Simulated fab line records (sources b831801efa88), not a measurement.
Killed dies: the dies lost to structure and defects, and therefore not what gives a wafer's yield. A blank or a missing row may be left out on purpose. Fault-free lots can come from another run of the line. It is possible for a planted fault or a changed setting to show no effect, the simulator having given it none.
Matching of chambers | flow gf180mcu | 4 sister chambers for GF_SAB_ETCH_11 on rie diel-03
The step etches SiO2 in C4F8/O2/Ar, target depth 55 nm, time 8.5 s. 4 wafers are shown with their chamber, then 7 later ones without.

== WAFERS PAIRED WITH THEIR CHAMBERS ==
wafer  | chamber | oes product au (a.u.)
L078.6 | 3       | 0.989
L091.6 | 2       | 0.983
L093.4 | 0       | 0.998
L093.5 | 1       | 0.999

== WAFERS MISSING THEIR CHAMBER ==
wafer  | oes product au (a.u.)
L093.6 | 1.000
L094.3 | 0.992
L094.4 | 0.998
L094.6 | 0.995
L097.4 | 0.997
L097.5 | 0.987
L097.6 | 0.990

== CHAMBER TAKEN BY EACH ==
wafer  | from the rows above          | in truth
L093.6 | can't be placed: 1 or 0      | 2
L094.3 | can't be placed: 3 or 0      | 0
L094.4 | can't be placed: 0 or 1      | 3
L094.6 | can't be placed: 0 or 1 or 3 | 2
L097.4 | can't be placed: 0 or 1      | 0
L097.5 | can't be placed: 3 or 2      | 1
L097.6 | 3                            | 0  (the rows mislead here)
Correct placement for 0 of the 7. Not placeable from these rows: 6 (in 2, the candidates include the true chamber). Placed wrongly: 1.
How it was worked out, from the rows above alone: a wafer's distance from a chamber is the root of the sum, over the readings, of the square of ((its reading less the chamber's mean) divided by the reading's scatter). If the next closest chamber is less than 2 further off than the closest, the wafer can't be placed; otherwise it belongs to the closest. A chamber's mean is the mean of its shown wafers. The scatter: root of mean squared gap, hidden wafer to nearest shown wafer, with one shown wafer a chamber.
